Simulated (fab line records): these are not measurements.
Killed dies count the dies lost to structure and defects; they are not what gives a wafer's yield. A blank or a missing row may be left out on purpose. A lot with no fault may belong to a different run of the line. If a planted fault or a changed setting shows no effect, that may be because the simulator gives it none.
Which tool was responsible? | flow sky130 | 39 wafers from 13 lots sampled at 5 of the route's 708 steps

## WHAT EACH GAUGE READ, for each wafer
SKY_FIELD_ISO_THK_MEAS_23.
lot  | measured    | on            | FIELD_ISO_OXIDATION_01_THK (nm)
L596 | day 2 17:17 | film metro-02 | 9.85 9.65 9.97
L597 | day 3 00:09 | film metro-04 | 9.54 9.52 9.60
L599 | day 3 10:03 | film metro-02 | 10.11 10.09 10.02
L600 | day 3 14:50 | film metro-03 | 9.81 9.95 9.92
L601 | day 3 21:22 | film metro-04 | 9.86 9.75 9.55
L605 | day 4 18:07 | film metro-04 | 9.80 9.95 9.99
L610 | day 5 19:20 | film metro-03 | 10.13 10.18 10.20
L612 | day 6 06:05 | film metro-02 | 10.07 9.98 9.87
L613 | day 6 11:26 | film metro-04 | 10.06 9.99 10.02
L614 | day 6 15:34 | film metro-03 | 10.27 10.25 10.14
L615 | day 6 22:48 | film metro-04 | 10.10 10.14 9.91
L616 | day 7 03:25 | film metro-03 | 9.71 9.59 9.80
L617 | day 7 09:02 | film metro-02 | 10.08 10.21 10.13

SKY_DNWELL_TW_MEAS_09.
lot  | measured    | on            | DNWELL_TW
L596 | day 3 16:41 | film metro-03 | 1115 1108 1113
L597 | day 3 21:11 | film metro-04 | 1117 1111 1117
L599 | day 4 06:49 | film metro-04 | 1112 1105 1112
L600 | day 4 13:50 | film metro-01 | 1113 1111 1107
L601 | day 4 20:32 | film metro-04 | 1119 1119 1120
L605 | day 5 16:11 | film metro-04 | 1124 1126 1120
L610 | day 6 20:24 | film metro-01 | 1103 1105 1107
L612 | day 7 08:24 | film metro-01 | 1110 1110 1105
L613 | day 7 12:44 | film metro-03 | 1106 1115 1114
L614 | day 7 19:45 | film metro-03 | 1107 1105 1108
L615 | day 8 00:50 | film metro-03 | 1112 1110 1111
L616 | day 8 05:40 | film metro-01 | 1109 1116 1114
L617 | day 8 10:52 | film metro-01 | 1107 1106 1101

SKY_VT_ADJUST_LVTN_TW_MEAS_10.
lot  | measured     | on            | VT_ADJUST_LVTN_TW
L596 | day 7 12:07  | film metro-02 | 239.9 239.7 240.8
L597 | day 7 18:31  | film metro-02 | 240.2 240.0 240.7
L599 | day 8 05:44  | film metro-02 | 240.7 240.1 237.6
L600 | day 8 15:59  | film metro-01 | 231.9 231.4 231.7
L601 | day 8 23:43  | film metro-01 | 231.5 231.3 231.7
L605 | day 9 20:13  | film metro-02 | 240.5 239.3 240.5
L610 | day 11 09:06 | film metro-02 | 241.6 240.6 241.7
L612 | day 11 23:08 | film metro-02 | 240.9 240.8 240.7
L613 | day 12 03:01 | film metro-04 | 243.6 244.8 244.8
L614 | day 12 13:33 | film metro-04 | 243.8 243.3 243.7
L615 | day 12 18:52 | film metro-01 | 239.0 239.5 238.7
L616 | day 13 01:09 | film metro-02 | 239.5 240.3 239.6
L617 | day 13 07:11 | film metro-01 | 242.8 241.0 240.7

## WHICH TOOL RAN EACH LOT (tool, then ch and the chambers of the sampled wafers, then the start)
lot  | SKY_NWELL_RTA_28                 | SKY_VT_ADJUST_LVTN_IMPLANT_08
L596 | rtp anneal-02 ch 0, day 5 21:24  | implanter-02 ch 0, day 7 11:53
L597 | rtp anneal-01 ch 0, day 6 02:54  | implanter-02 ch 0, day 7 18:17
L599 | rtp anneal-02 ch 0, day 6 13:25  | implanter-03 ch 0, day 8 05:29
L600 | rtp anneal-02 ch 0, day 6 22:06  | implanter-02 ch 0, day 8 15:46
L601 | rtp anneal-02 ch 0, day 7 06:02  | implanter-02 ch 0, day 8 23:29
L605 | rtp anneal-01 ch 0, day 8 02:36  | implanter-03 ch 0, day 9 19:59
L610 | rtp anneal-02 ch 0, day 9 11:34  | implanter-02 ch 0, day 11 08:51
L612 | rtp anneal-02 ch 0, day 9 23:16  | implanter-04 ch 0, day 11 22:53
L613 | rtp anneal-02 ch 0, day 10 04:53 | implanter-02 ch 0, day 12 02:48
L614 | rtp anneal-01 ch 0, day 10 14:40 | implanter-04 ch 0, day 12 13:18
L615 | rtp anneal-02 ch 0, day 10 18:11 | implanter-04 ch 0, day 12 18:38
L616 | rtp anneal-01 ch 0, day 11 00:43 | implanter-04 ch 0, day 13 00:54
L617 | rtp anneal-02 ch 0, day 11 06:01 | implanter-04 ch 0, day 13 06:56
- SKY_NWELL_RTA_28: time 30 s.
- SKY_VT_ADJUST_LVTN_IMPLANT_08

## AS READ BY THE TOOLS THEMSELVES (means over the sampled wafers that have a number; for cases with no such wafer, the mark the record gives instead)
SKY_NWELL_RTA_28.
lot  | tool          | anneal temp c max | lamp power pct (%) | wafer_temp_C_max
L596 | rtp anneal-02 | 1055.9            | 25.32              | 1055.5
L597 | rtp anneal-01 | 1053.6            | 25.34              | 1054.6
L599 | rtp anneal-02 | 1055.3            | 25.31              | 1055.0
L600 | rtp anneal-02 | 1055.8            | 25.31              | 1055.2
L601 | rtp anneal-02 | 1055.8            | 25.31              | 1055.3
L605 | rtp anneal-01 | 1053.2            | 25.27              | 1054.7
L610 | rtp anneal-02 | 1055.9            | 25.30              | 1053.9
L612 | rtp anneal-02 | 1055.0            | 25.29              | 1054.9
L613 | rtp anneal-02 | 1055.8            | 25.33              | 1054.9
L614 | rtp anneal-01 | 1053.9            | 25.26              | 1055.8
L615 | rtp anneal-02 | 1055.3            | 25.32              | 1055.4
L616 | rtp anneal-01 | 1053.7            | 25.26              | 1056.0
L617 | rtp anneal-02 | 1054.9            | 25.28              | 1055.0

SKY_VT_ADJUST_LVTN_IMPLANT_08.
lot  | tool         | dose ions cm2
L596 | implanter-02 | 1.5701e+12
L597 | implanter-02 | 1.5695e+12
L599 | implanter-03 | 1.5716e+12
L600 | implanter-02 | 1.5722e+12
L601 | implanter-02 | 1.5707e+12
L605 | implanter-03 | 1.5703e+12
L610 | implanter-02 | 1.5710e+12
L612 | implanter-04 | 1.5716e+12
L613 | implanter-02 | 1.5716e+12
L614 | implanter-04 | 1.5692e+12
L615 | implanter-04 | 1.5719e+12
L616 | implanter-04 | 1.5654e+12
L617 | implanter-04 | 1.5693e+12

## THE ANSWER, worked out from the rows above alone
Rule: what is usual is taken from the lots themselves. The widest of any qualifying gaps counts: lots, ordered by their means at a reading, are off when they make up no more than a third of the lots, leave a main group of 4 or more, and stand apart from it by 3 or more times the standard deviation of that group's means. Not used: any main group whose means are identical at the precision the tables above print for the reading. A lot without any number at a reading at which 4 lots or more have one is off too. Where the step has rows for the other lots, those lots are counted as sound. The gauges are gone through in route order, then the tools' own readings, and for those a lot's mean is taken as printed above. The first step at which some lot is off is used, and at that step the reading that is off furthest; a lot without a number counts as furthest.
Off: L600, L601, at SKY_VT_ADJUST_LVTN_TW_MEAS_10 (VT_ADJUST_LVTN_TW). Main group: mean 241.0, sd 1.6.
If a tool, at a process step before that reading, ran all the lots that are off and no sound lot after the first of them, it fits. The gauges at SKY_VT_ADJUST_LVTN_TW_MEAS_10 are tried like those tools. No candidate that was tried fits.

## WHAT THE SIMULATOR PUT IN
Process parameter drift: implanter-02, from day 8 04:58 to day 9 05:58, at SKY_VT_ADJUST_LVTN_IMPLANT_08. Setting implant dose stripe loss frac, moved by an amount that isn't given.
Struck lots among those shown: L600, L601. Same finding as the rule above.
